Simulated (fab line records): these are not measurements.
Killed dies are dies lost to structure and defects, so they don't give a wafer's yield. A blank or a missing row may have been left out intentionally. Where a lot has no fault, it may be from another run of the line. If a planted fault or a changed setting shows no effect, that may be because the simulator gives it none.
Matching of chambers | flow gf180mcu | 4 sister chambers for GF_M5_ETCH_09 on rie-diel-02
The step etches Si3N4 in CF4/O2, target depth 52 nm, time 11.6 s. 14 wafers are shown with their chamber, then 7 later ones without.

WAFERS, EACH WITH ITS CHAMBER
wafer  | chamber | drypump-motor-current-A (A) | oes-product-au (a.u.) | throttle-valve-pct (%)
L496.1 | 3       | 5.7                         | 0.999                 | 5.960
L496.3 | 2       | 5.8                         | 0.994                 | 5.958
L496.5 | 1       | 5.1                         | 0.995                 | 5.954
L500.2 | 1       | 5.1                         | 0.983                 | 5.983
L500.3 | 3       | 5.8                         | 1.004                 | 5.976
L500.5 | 1       | 5.0                         | 0.986                 | 5.967
L502.3 | 1       | 5.1                         | 0.984                 | 5.950
L502.4 | 3       | 5.8                         | 0.989                 | 5.967
L502.6 | 3       | 5.8                         | 1.003                 | 5.959
L503.1 | 3       | 5.7                         | 0.991                 | 5.959
L503.3 | 2       | 5.8                         | 0.983                 | 5.968
L503.5 | 3       | 5.7                         | 0.997                 | 5.965
L505.3 | 3       | 5.7                         | 0.993                 | 5.966
L505.4 | 0       | 5.4                         | 1.009                 | 5.981

SIGNATURES (averages over the wafers above)
reading                 | chamber 0 | chamber 1 | chamber 2 | chamber 3 | scatter within a chamber
drypump-motor-current-A | 5.400     | 5.075     | 5.800     | 5.743     | 0.0496
oes-product-au          | 1.00900   | 0.98700   | 0.98850   | 0.99657   | 0.00595
throttle-valve-pct      | 5.98100   | 5.96350   | 5.96300   | 5.96457   | 0.00968
Rule: for each reading, subtract the chamber's mean from the wafer's reading, divide by that reading's scatter and square the result; add these up over the readings and take the root, which gives the wafer's distance from the chamber. The wafer belongs to the nearest chamber; if the next one is less than 2 further off, it can't be placed. The scatter: the root of (the sum of the squares of (reading less its chamber's mean) over the shown wafers, divided by (wafers less chambers)).

WAFERS WITH NO CHAMBER GIVEN
wafer  | drypump-motor-current-A (A) | oes-product-au (a.u.) | throttle-valve-pct (%)
L505.5 | 5.4                         | 1.001                 | 5.981
L513.2 | 5.7                         | 0.994                 | 5.991
L513.5 | 5.8                         | 0.991                 | 5.961
L513.6 | 5.1                         | 0.990                 | 5.959
L515.2 | 5.8                         | 0.983                 | 5.979
L515.3 | 5.4                         | 0.996                 | 5.966
L515.5 | 5.8                         | 0.995                 | 5.949

CHAMBER TAKEN BY EACH
wafer  | from the rows above     | in truth
L505.5 | 0                       | 0
L513.2 | can't be placed: 3 or 2 | 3
L513.5 | can't be placed: 2 or 3 | 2
L513.6 | 1                       | 1
L515.2 | can't be placed: 2 or 3 | 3
L515.3 | 0                       | 0
L515.5 | can't be placed: 2 or 3 | 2
Correctly placed: 3 of 7. Not placeable from these rows: 4 (in 4, the candidates include the true chamber). Number placed wrongly: 0.
